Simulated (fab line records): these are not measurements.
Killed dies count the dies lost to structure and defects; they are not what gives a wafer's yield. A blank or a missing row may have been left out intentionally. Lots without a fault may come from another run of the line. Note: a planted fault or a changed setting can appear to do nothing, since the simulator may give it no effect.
What tool caused it? + flow gf180mcu + 12 lots (36 wafers sampled), 1 step of a 602-step route

## WHAT EACH GAUGE READ, for each wafer
GF_M1_RS_MEAS_05: a four-point-probe measurement. Usual: M1_ALCU_RS gives 0.0692 ohm/sq (standard deviation 0.00098).
| lot  | measured     | on            | M1_ALCU_RS (ohm/sq)  | flag |
|------|--------------|---------------|----------------------|------|
| L766 | day 15 14:58 | film metro-03 | 0.0687 0.0683 0.0684 |      |
| L767 | day 16 21:35 | film metro-03 | 0.0692 0.0694 0.0683 |      |
| L768 | day 17 13:03 | film metro-01 | 0.0701 0.0692 0.0692 |      |
| L769 | day 17 14:58 | film metro-01 | 0.0683 0.0682 0.0686 |      |
| L770 | day 18 05:32 | film metro-03 | 0.0709 0.0691 0.0712 |      |
| L771 | day 18 17:38 | film metro-01 | 0.0676 0.0672 0.0685 |      |
| L773 | day 18 23:38 | film metro-02 | 0.0679 0.0678 0.0685 |      |
| L772 | day 19 00:47 | film metro-03 | 0.0697 0.0684 0.0686 |      |
| L774 | day 19 14:17 | film metro-01 | 0.0690 0.0690 0.0677 |      |
| L782 | day 22 06:36 | film metro-02 | 0.0690 0.0708 0.0694 |      |
| L786 | day 23 11:44 | film metro-02 | 0.0693 0.0702 0.0688 |      |
| L788 | day 24 01:21 | film metro-03 | 0.0694 0.0712 0.0694 |      |

## WHICH TOOL RAN EACH LOT (tool, then ch and the chambers of the sampled wafers, then the start)
Record: no process step prior to these readings.

## AS READ BY THE TOOLS THEMSELVES (means over the sampled wafers that have a number; for cases with no such wafer, the mark the record gives instead)
The record holds no such reading with a usual standard deviation.

## THE ANSWER, worked out from the rows above alone
Rule: a lot is off if the mean of its wafers that have a number lies more than 3 standard deviations from the usual mean. Also off: a lot with no number at a reading for which 4 or more lots have one. The other lots that the step has rows for count as sound. Order of review: gauges by route order, followed by the tools' own readings, for which a lot's mean as printed above is used. At the first step where some lot is off, the reading lying furthest off is the one used; lots without a number count as furthest.
No lot is off at any reading shown: from this, nothing can be told.

## WHAT THE SIMULATOR HAD INSERTED
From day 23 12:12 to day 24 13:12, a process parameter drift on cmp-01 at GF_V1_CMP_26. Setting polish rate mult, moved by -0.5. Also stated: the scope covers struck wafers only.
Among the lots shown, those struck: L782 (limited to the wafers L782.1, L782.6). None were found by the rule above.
